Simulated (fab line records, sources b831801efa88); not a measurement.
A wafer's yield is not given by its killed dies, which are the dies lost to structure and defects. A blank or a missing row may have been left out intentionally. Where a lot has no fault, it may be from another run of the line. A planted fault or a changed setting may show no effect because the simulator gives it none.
Which of the tools did it?    flow sfq-line    16 lots, 48 wafers sampled, at 1 step of a route of 325

WHAT EACH GAUGE READ, for each wafer
Not one reading of a measure or inspect step in the record can be checked against a usual standard deviation.

WHICH TOOL RAN EACH LOT (tool, then ch and the chambers of the sampled wafers, then the start)
lot   SFQ_TRILAYER_I4_CMP_CMP_100
L544  cmp-01 ch 1,3, day 36 01:24
L545  cmp-01 ch 0,3, day 36 03:54
L546  cmp-01 ch 0,2,3, day 36 07:54
L549  cmp-01 ch 1,2,3, day 37 00:54
L550  cmp-01 ch 0,1,3, day 37 10:54
L551  cmp-01 ch 0,1, day 37 12:54
L553  cmp-01 ch 1,3, day 37 21:54
L554  cmp-02 ch 0,2,3, day 38 06:35
L556  cmp-01 ch 0,1, day 38 15:54
L561  cmp-02 ch 0,1,2, day 40 04:35
L562  cmp-02 ch 1,2,3, day 40 09:35
L563  cmp-01 ch 1,2, day 40 21:54
L564  cmp-02 ch 0,1, day 41 06:35
L565  cmp-01 ch 1,2,3, day 41 13:49
L566  cmp-01 ch 0,1,2, day 41 16:49
L567  cmp-01 ch 0,3, day 41 18:49
- SFQ_TRILAYER_I4_CMP_CMP_100: polishes SiO2.

WHAT THE TOOLS THEMSELVES READ (means of the sampled wafers that have a number; where no wafer has one, the mark that the record gives instead)
SFQ_TRILAYER_I4_CMP_CMP_100.
lot   tool    edge-zone-pressure-frac  head-pressure-psi (psi)  motor-current-A (A)  slurry-flow-ml-min  time-to-endpoint-s (s)
L544  cmp-01  0.998                    2.997                    9.3                  149.8               210
L545  cmp-01  0.997                    2.995                    9.3                  149.7               219
L546  cmp-01  0.996                    3.003                    9.6                  150.4               226
L549  cmp-01  1.005                    3.006                    9.7                  150.2               213
L550  cmp-01  0.996                    3.173                    9.7                  150.1               205
L551  cmp-01  0.999                    3.172                    9.7                  150.2               202
L553  cmp-01  1.007                    3.171                    9.7                  149.9               197
L554  cmp-02  1.005                    2.998                    10.5                 149.9               210
L556  cmp-01  0.995                    3.170                    10.1                 150.0               197
L561  cmp-02  1.000                    3.003                    9.7                  150.2               223
L562  cmp-02  0.999                    3.005                    10.4                 149.8               215
L563  cmp-01  1.001                    3.001                    9.7                  149.8               216
L564  cmp-02  0.998                    2.997                    8.9                  150.0               222
L565  cmp-01  0.997                    2.999                    9.5                  150.2               210
L566  cmp-01  0.998                    3.000                    9.7                  149.8               220
L567  cmp-01  1.002                    2.996                    9.4                  150.0               218

THE ANSWER, worked out from the rows above alone
Rule: what is usual is taken from the lots themselves. The widest of any qualifying gaps counts: lots, ordered by their means at a reading, are off when they make up no more than a third of the lots, leave a main group of 4 or more, and stand apart from it by 3 or more times the standard deviation of that group's means. If all means in a main group match to the digits the tables above print for the reading, that group is not used. Also off: a lot with no number at a reading for which 4 or more lots have one. The other lots that the step has rows for count as sound. After the gauges, taken in route order, come the tools' own readings; for these a lot's mean is taken, as printed above. At the first step where some lot is off, the reading lying furthest off is the one used; lots without a number count as furthest.
Off: L550, L551, L553, L556, at SFQ_TRILAYER_I4_CMP_CMP_100 (head-pressure-psi). The main group: mean 3.000 psi, standard deviation 0.0035.
A tool fits if, at that step or a process step before it, it ran every lot that is off, and no sound lot after the first of them. No candidate that was tried fits.

WHAT WAS PUT IN BY THE SIMULATOR
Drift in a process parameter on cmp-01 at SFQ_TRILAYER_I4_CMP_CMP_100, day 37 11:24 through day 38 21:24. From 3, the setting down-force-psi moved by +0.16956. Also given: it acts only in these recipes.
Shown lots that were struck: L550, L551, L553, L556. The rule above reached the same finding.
